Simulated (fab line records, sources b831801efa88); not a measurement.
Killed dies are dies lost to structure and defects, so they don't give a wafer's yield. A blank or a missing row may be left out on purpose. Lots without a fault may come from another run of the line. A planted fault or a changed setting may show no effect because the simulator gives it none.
Chamber matching | flow sky130 | SKY_VIA2_CMP_02 on cmp-02: 4 sister chambers
The step polishes SiO2. 8 wafers are shown with their chamber, then 8 later ones without.

WAFERS WITH THEIR CHAMBER
wafer  | chamber | motor_current_A (A) | edge_zone_pressure_frac
L839.3 | 3       | 12.7                | 1.005
L840.2 | 0       | 11.0                | 1.004
L840.4 | 2       | 12.9                | 1.011
L840.5 | 1       | 12.0                | 1.001
L841.2 | 1       | 11.5                | 1.001
L841.4 | 2       | 14.3                | 0.991
L841.5 | 0       | 10.7                | 1.006
L856.1 | 3       | 12.5                | 1.000

WAFERS WITHOUT THEIR CHAMBER
wafer  | motor_current_A (A) | edge_zone_pressure_frac
L856.3 | 14.8                | 0.994
L856.4 | 11.8                | 1.000
L857.4 | 12.6                | 1.003
L857.5 | 10.7                | 0.996
L857.6 | 11.2                | 0.992
L859.1 | 13.0                | 1.003
L859.4 | 11.6                | 0.997
L859.6 | 12.0                | 1.004

WHICH CHAMBER EACH WENT THROUGH
wafer  | from the rows above          | in truth
L856.3 | can't be placed: 2 or 3      | 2
L856.4 | can't be placed: 1 or 3 or 0 | 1
L857.4 | can't be placed: 3 or 1 or 2 | 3
L857.5 | can't be placed: 0 or 1      | 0
L857.6 | can't be placed: 1 or 0 or 3 | 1
L859.1 | can't be placed: 3 or 2 or 1 | 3
L859.4 | can't be placed: 1 or 0 or 3 | 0
L859.6 | can't be placed: 1 or 3 or 0 | 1
Placed correctly: 0 of 8. Can't be placed from these rows: 8 (the true chamber is among the candidates in 8). Placed wrongly: 0.
How it was worked out, from the rows above alone: a wafer's distance from a chamber is the root of the sum, over the readings, of the square of ((its reading less the chamber's mean) divided by the reading's scatter). The wafer belongs to the nearest chamber; if the next one is less than 2 further off, it can't be placed. A chamber's mean is the mean of its shown wafers. The scatter: the root of (the sum of the squares of (reading less its chamber's mean) over the shown wafers, divided by (wafers less chambers)).
